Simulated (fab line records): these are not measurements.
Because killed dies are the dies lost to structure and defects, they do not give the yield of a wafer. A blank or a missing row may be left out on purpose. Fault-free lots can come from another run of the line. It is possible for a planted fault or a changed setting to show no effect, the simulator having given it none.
Struck lot and sound lot, side by side -- flow sky130 -- 18 out of 708 route steps
Sound: the wafers L308.1, L308.4, L308.5. Wafers struck: L313.1, L313.3, L313.4. Last of all comes the cause.
Per side, at each step with rows, come the tool, then ch with its chambers, and then its first start. Under that, the readings that differ: sound wafers -- struck wafers -- difference of the means -- sigmas: that difference in standard deviations of wafers without a fault.
alike: same words and numbers on both sides, and readings whose means sit less than 2 such deviations apart. not compared: any withheld reading, any reading some wafer has no value for, any bound like >300 that may hide the same value, and any number with overlapping values for which the record gives no deviation.
A row with sigmas, a row that says differs or no value, or rows on one side alone: a step with any of these is where the two part. When numbers do not overlap yet have no deviation, they are printed without sigmas and do not part them. Lack of a reading on every wafer of one side parts them only where that side has two or more wafers.

SKY_SONOS_ONO_OVL_MEAS_14:
  sound: overlay-01 at day 13 21:22; struck: overlay-02 at day 15 17:14
  alike: SONOS_ONO_OVL
SKY_SONOS_ONO_ETCH_15: etches the open film in CHF3/O2, target depth 19.52 nm, time 7.8 s.
  sound on rieDiel-01 ch 0,2, day 13 21:25; struck on rieDiel-04 ch 1,3, day 15 17:16
  alike: drypumpMotorCurrentA, oesProductAu, throttleValvePct
  not compared: rfHoursCounterH
then, 1 step without rows for these wafers: SKY_SONOS_ONO_WET_ETCH_16 (etches SiO2 in dHF, target depth 14 nm, time 280 s).
SKY_SONOS_ONO_STRIP_17: strips in O2/N2.
  sound on plasmaAsher-03 ch 0,1, day 13 21:31; struck on plasmaAsher-01 ch 0,1, day 15 17:23
  alike: drypumpMotorCurrentA, oesProductAu, stripTimeToEndpointS
  not compared: rfHoursCounterH
then, 3 steps without rows for these wafers: SKY_SONOS_ONO_WET_ETCH_18 (etches Si3N4 in H3PO4, target depth 15 nm, time 172 s); SKY_GATE_OXIDE_CLEAN_00 (cleans in SC1/SC2, time 150 s); SKY_GATE_OXIDE_OXIDATION_01 (stabilise 600 s, purge 300 s, target thk 10.268 nm).
SKY_GATE_OXIDE_THK_MEAS_02:
  sound: filmMetro-01 at day 13 23:37; struck: filmMetro-04 at day 15 20:41
  alike: GATE_OXIDE_OXIDATION_00_THK
then, 4 steps without rows for these wafers: SKY_GATE_OXIDE_DEHYDRATE_03 (time 60 s); SKY_GATE_OXIDE_HMDS_04 (prime time 60 s); SKY_GATE_OXIDE_COAT_05 (resist thk 1140 nm); SKY_GATE_OXIDE_SOFTBAKE_06 (time 60 s).
SKY_GATE_OXIDE_EXPOSE_07: exposes mask LVOM, target cd 600 nm.
  sound on ilineStepper-01 ch 0, day 14 12:55; struck on ilineStepper-02 ch 0, day 16 10:55
reading,sound,struck,difference,sigmas
model.GATE_OXIDE.overlayXNm (nm),1.294 1.294 1.294,-184 -184 -184,-185,
  alike: mask, stageVelMmS
then, 2 steps without rows for these wafers: SKY_GATE_OXIDE_PEB_08; SKY_GATE_OXIDE_DEVELOP_09 (develop time 60 s).
SKY_GATE_OXIDE_OVL_MEAS_10:
  sound: overlay-01 at day 15 02:52; struck: overlay-02 at day 17 01:16
reading,sound,struck,difference,sigmas
GATE_OXIDE_OVL (nm),-0.7 -0.7 -1.4,-184.1 -184.9 -183.5,-183.2,-99 or more
following that, these wafers have no rows for 1 step: SKY_GATE_OXIDE_IMPLANT_11.
-- the record jumps here: 31 days lie between the struck wafers' starts before and after (it left off in module GATE_OXIDE and takes up again in module PAD_OPEN, whose first step shown is number 708 of the route) --
SKY_PAD_OPEN_PROBE_99:
  sound: prober-01 at day 46 21:44; struck: prober-02 at day 48 08:29
reading,sound,struck,difference,sigmas
killedAtFrontEnd,18 7 11,429 413 432,+413,+86
killedDies,98 73 72,491 491 492,+410,+44
killedOnRim,21 15 16,96 95 96,+78,+19
  alike: killed_at_M0_to_M3, killed_at_M4_up, killedAtContacts, killedAtOther, killedOpen, killedShort

## WHERE THEY PART
Earliest at SKY_GATE_OXIDE_OVL_MEAS_10; latest, in this record, at SKY_PAD_OPEN_PROBE_99.

WHY: what the simulator had put in
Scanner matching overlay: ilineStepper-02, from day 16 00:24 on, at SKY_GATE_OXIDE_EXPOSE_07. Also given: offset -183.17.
